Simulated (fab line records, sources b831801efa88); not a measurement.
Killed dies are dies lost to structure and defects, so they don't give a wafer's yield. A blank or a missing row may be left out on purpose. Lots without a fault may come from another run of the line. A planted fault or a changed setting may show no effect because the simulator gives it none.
Problem report in the 8D (eight disciplines) form, filled by code | flow gf180mcu | the parts of the form that need people (team, actions taken, sign-off) are left out

1. THE PROBLEM
NWELL_TW at GF_NWELL_TW_MEAS_11 reads a mean of 1683 on 6 wafers of 2 lots; wafers without a fault read 1573 with a standard deviation of 15. That is +7.3 standard deviations from the usual mean.
First seen on wafer L854.2, day 7 20:11, on film_metro-02. The record holds 33 wafers of 11 lots with a number at this step. Rule for "out", or "out of limits": more than 4 standard deviations from the usual mean. The other wafers with a number count as sound.

2. WHAT IT IS AND WHAT IT IS NOT
question                    | is                           | is not
which readings at this step | NWELL_TW                     | -
which lots                  | L854, L855                   | L835, L837, L838, L840, L842, L844, L845, L846, L857
which wafers of those lots  | all that have a number       | -
read on which gauges        | film_metro-01, film_metro-02 | film_metro-04
when                        | from day 7 20:11             | up to then (24 sound wafers); but 3 sound wafers of L857 came after

3. SUSPECTS, AND WHAT RULES EACH OUT
Counting: a tool at a process step up to the reading stays a suspect if it ran every lot that is out and no sound lot after the first of them.
- the gauge at GF_NWELL_TW_MEAS_11: ruled out. The wafers that are out were read on 2 gauges (film_metro-01, film_metro-02).
- rie_diel-04 at GF_STI_ETCH_13 (etches the open film in CHF3/O2, stops on Si, target depth 282.31 nm, time 112.9 s): ruled out as a lasting fault. Sound lots L857 ran on it after its first lot that is out, L854 (day 6 08:26).
- implanter-03 at GF_NWELL_IMPLANT_08: kept. It ran every lot that is out, first L854 (day 7 19:49), and no sound lot after that; its last sound lot up to then is L846 (day 6 01:17). Its own readings are out on those wafers: dose_ions_cm2, faraday_current_uA.
Left after counting: implanter-03 at GF_NWELL_IMPLANT_08.

4. THE CAUSE (what the simulator had put in)
Process parameter drift: implanter-03, from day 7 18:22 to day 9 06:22, at GF_NWELL_IMPLANT_08. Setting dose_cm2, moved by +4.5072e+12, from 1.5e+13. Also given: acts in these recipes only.
Counting left only this tool.

5. THE CHAIN OF EFFECTS, in route order
Each row: a reading whose mean over the struck wafers that have a number lies more than 3 standard deviations from the usual. Only readings for which the record gives a usual standard deviation are gone through. hours: the time from each lot's start at the first step in this table that gives one to its start at this step, as a median over the lots. sigmas: the change in usual standard deviations.
hours | step                     | reading            | usual        | on struck wafers | change      | sigmas
0     | GF_NWELL_IMPLANT_08      | dose_ions_cm2      | 1.5001e+13   | 1.9521e+13       | +4.5200e+12 | +99 or more
0     | GF_NWELL_IMPLANT_08      | faraday_current_uA | 84.2         | 110.0            | +25.8       | +14
0     | GF_NWELL_TW_MEAS_11      | NWELL_TW           | 1573         | 1683             | +110        | +7.3
127   | GF_VT_IMPLANT_RS_MEAS_47 | NWELL_RS           | 488.4 ohm/sq | 424.3            | -64.1       | -64
The process steps in it:
- GF_NWELL_IMPLANT_08
Later measuring or inspecting steps at which every struck wafer that the step has a row for has a number for every such reading, and none has moved that far: GF_LVPWELL_OVL_MEAS_07.

6. WHAT WOULD HAVE CAUGHT IT SOONER
In this record the first reading out of limits at a measuring or inspecting step was taken at day 7 20:11, 2 hours after the fault began at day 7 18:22.
The tool's own readings at GF_NWELL_IMPLANT_08 were out on every struck wafer that the step has a row for (dose_ions_cm2, faraday_current_uA): an alarm limit on them would have fired on the first of those.
Of the lots that are out (2), L855 began GF_NWELL_IMPLANT_08 on implanter-03 after day 7 20:11. A hold on the tool at that time would have spared it.
